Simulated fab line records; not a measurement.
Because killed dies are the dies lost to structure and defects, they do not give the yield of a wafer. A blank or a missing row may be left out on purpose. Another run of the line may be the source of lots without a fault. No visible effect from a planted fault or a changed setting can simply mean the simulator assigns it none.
One fault seen from 2 desks || flow sfq-line || each desk has only its own numbers; what lay behind them comes last

FOR THE TOOL OWNER'S DESK: rie-metal-03
The tool's own readings at SFQ_TRILAYER_M2_ETCH_METAL_ETCH_060 (etches Nb in Cl2/Ar, stops on SiO2, target depth 240 nm, time 120 s): means of the sampled wafers that have a number, for each lot that ran on this tool. If a lot's mean is further than 4 standard deviations from the usual mean, the lot is out of limits and carries the mark OUT (the distance appears in the brackets).
Columns: A = drypump-motor-current-A at SFQ_TRILAYER_M2_ETCH_METAL_ETCH_060, usual 6.09 A; B = oes-product-au at SFQ_TRILAYER_M2_ETCH_METAL_ETCH_060, usual 0.895 a.u.
{"lot": "L834", "first seen here": "day 37 13:33", "A": 6.31, "B": 0.899}
{"lot": "L840", "first seen here": "day 39 18:56", "A": 6.31, "B": 0.886}
{"lot": "L842", "first seen here": "day 39 22:32", "A": 6.58, "B": 0.888}
{"lot": "L845", "first seen here": "day 40 03:20", "A": 6.01, "B": 0.901}
This desk's finding: nothing out of limits on any of the 4 lots.

FROM THE METROLOGY DESK
What the gauges read for every lot (on any tool): the sampled wafers with a number, averaged. If a lot's mean is further than 4 standard deviations from the usual mean, the lot is out of limits and carries the mark OUT (the distance appears in the brackets).
Columns: A = M2_NB_RS at SFQ_M2_RS_MEAS_914, usual 0.889 ohm/sq; B = M2_OVL at SFQ_M2_OVL_MEAS_916, usual -2 nm
{"lot": "L833", "first seen here": "day 30 17:16", "A": 0.877, "B": -4}
{"lot": "L834", "first seen here": "day 31 05:55", "A": 0.881, "B": -1}
{"lot": "L840", "first seen here": "day 33 12:57", "A": 0.911, "B": -6}
{"lot": "L842", "first seen here": "day 33 17:53", "A": 0.902, "B": -0}
{"lot": "L845", "first seen here": "day 34 01:15", "A": 0.884, "B": 0}
{"lot": "L848", "first seen here": "day 34 04:41", "A": 0.883, "B": 4}
{"lot": "L849", "first seen here": "day 34 05:59", "A": 0.878, "B": -2}
This desk's finding: nothing out of limits on any of the 7 lots.

PUT TOGETHER
The desk of the tool owner found nothing out of limits.
At the metrology desk, nothing out of limits was observed.

WHAT THE SIMULATOR PUT IN
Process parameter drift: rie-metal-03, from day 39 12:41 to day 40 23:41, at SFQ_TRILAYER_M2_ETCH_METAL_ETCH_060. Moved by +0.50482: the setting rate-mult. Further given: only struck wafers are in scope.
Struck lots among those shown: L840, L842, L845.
